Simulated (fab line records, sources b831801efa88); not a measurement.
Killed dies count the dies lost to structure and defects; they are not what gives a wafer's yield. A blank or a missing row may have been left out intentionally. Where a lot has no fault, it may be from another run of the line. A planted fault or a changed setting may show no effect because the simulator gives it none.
A struck lot beside a sound one	flow sky130	17 out of 708 route steps
Sound: wafers L600.2, L600.4, L600.5. Wafers L598.1, L598.3, L598.5 were the ones struck. The cause is given at the end.
Per side, at each step with rows, come the tool, then ch with its chambers, and then its first start. Under that, the readings that differ: sound wafers	struck wafers	difference of the means	sigmas: that difference in standard deviations of wafers without a fault.
alike: same words and numbers on both sides, and readings whose means sit less than 2 such deviations apart. not compared: any withheld reading, any reading some wafer has no value for, any bound like >300 that may hide the same value, and any number with overlapping values for which the record gives no deviation.
A row with sigmas, a row that says differs or no value, or rows on one side alone: a step with any of these is where the two part. When numbers do not overlap yet have no deviation, they are printed without sigmas and do not part them. A reading missing from all wafers of one side parts the sides only when that side holds two or more wafers.

first, 4 steps without rows for these wafers: SKY_LDD_HVP_SOFTBAKE_03 (time 60 s); SKY_LDD_HVP_EXPOSE_04 (exposes mask HVPTM, target cd 700 nm); SKY_LDD_HVP_PEB_05; SKY_LDD_HVP_DEVELOP_06 (develop time 60 s).
SKY_LDD_HVP_OVL_MEAS_07:
  sound on overlay-01, day 26 11:54; struck on overlay-01, day 26 09:43
  alike: LDD_HVP_OVL
after that, 1 step had no rows for these wafers: SKY_LDD_HVP_IMPLANT_08.
SKY_LDD_HVP_STRIP_09: strips in O2/N2.
  sound on plasma-asher-04 ch 0,1, day 26 12:05; struck on plasma-asher-04 ch 0,1, day 26 09:54
  alike: drypump-motor-current-A, oes-product-au, strip-time-to-endpoint-s
  not compared: rf-hours-counter-h
SKY_LDD_HVP_TW_MEAS_10:
  sound on film-metro-01, day 26 12:11; struck on film-metro-01, day 26 10:00
  alike: LDD_HVP_TW
then, 4 steps without rows for these wafers: SKY_LDD_LDN_DEHYDRATE_00 (time 60 s); SKY_LDD_LDN_HMDS_01 (prime time 60 s); SKY_LDD_LDN_COAT_02 (resist thk 1140 nm); SKY_LDD_LDN_SOFTBAKE_03 (time 60 s).
SKY_LDD_LDN_EXPOSE_04: exposes mask LDNTM, target cd 700 nm.
  sound on iline-stepper-02 ch 0, day 27 03:35; struck on iline-stepper-01 ch 0, day 27 00:50
reading	sound	struck	difference	sigmas
model.LDD_LDN.overlay-x-nm (nm)	1.261 1.261 1.261	-104.9 -104.9 -104.9	-106.2	
  alike: mask
then, 2 steps without rows for these wafers: SKY_LDD_LDN_PEB_05; SKY_LDD_LDN_DEVELOP_06 (develop time 60 s).
SKY_LDD_LDN_OVL_MEAS_07:
  sound on overlay-02, day 27 17:23; struck on overlay-02, day 27 15:13
reading	sound	struck	difference	sigmas
LDD_LDN_OVL (nm)	-0.5 -1.4 -0.2	-104.9 -103.8 -102.7	-103.1	-86
  not compared: hold
SKY_PAD_OPEN_PROBE_99:
  sound wafers here have rows in the record (prober-02, day 49 10:43); struck ones have none

WHERE THEY PART
First at SKY_LDD_LDN_OVL_MEAS_07; last, within this record, at SKY_PAD_OPEN_PROBE_99.

WHY: what had been put in by the simulator
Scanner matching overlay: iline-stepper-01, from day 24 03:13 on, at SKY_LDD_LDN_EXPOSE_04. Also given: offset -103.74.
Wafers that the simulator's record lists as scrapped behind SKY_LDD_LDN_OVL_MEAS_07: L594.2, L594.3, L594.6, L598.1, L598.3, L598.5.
